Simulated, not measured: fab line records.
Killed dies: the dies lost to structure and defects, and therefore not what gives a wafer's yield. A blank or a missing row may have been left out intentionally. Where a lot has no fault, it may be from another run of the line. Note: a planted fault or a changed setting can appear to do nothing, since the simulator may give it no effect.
Chamber matching | flow sfq_line | cmp-02 running SFQ_TRILAYER_I7_CMP_CMP_184: 4 sister chambers
The step polishes SiO2. 4 wafers are shown with their chamber, then 7 later ones without.

## WAFERS WITH THEIR CHAMBER
wafer  | chamber | motor_current_A (A)
L832.4 | 2       | 12.1
L834.6 | 3       | 10.9
L840.2 | 1       | 10.8
L840.3 | 0       | 10.7

## WAFERS WITHOUT THEIR CHAMBER
wafer  | motor_current_A (A)
L840.4 | 11.0
L846.3 | 10.0
L846.4 | 10.3
L846.6 | 10.2
L850.3 | 10.1
L850.2 | 10.7
L850.5 | 10.5

## CHAMBER TAKEN BY EACH
wafer  | from the rows above          | in truth
L840.4 | can't be placed: 3 or 1 or 0 | 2
L846.3 | can't be placed: 0 or 1 or 3 | 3
L846.4 | can't be placed: 0 or 1 or 3 | 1
L846.6 | can't be placed: 0 or 1 or 3 | 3
L850.3 | can't be placed: 0 or 1 or 3 | 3
L850.2 | can't be placed: 0 or 1 or 3 | 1
L850.5 | can't be placed: 0 or 1 or 3 | 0
0 of 7 placed correctly. Not placeable from these rows: 7 (in 6, the candidates include the true chamber). Number placed wrongly: 0.
How it was worked out, from the rows above alone: a wafer's distance from a chamber is the root of the sum, over the readings, of the square of ((its reading less the chamber's mean) divided by the reading's scatter). If the next closest chamber is less than 2 further off than the closest, the wafer can't be placed; otherwise it belongs to the closest. The mean given for a chamber averages the wafers shown for that chamber. The scatter: root of mean squared gap, hidden wafer to nearest shown wafer, with one shown wafer a chamber.
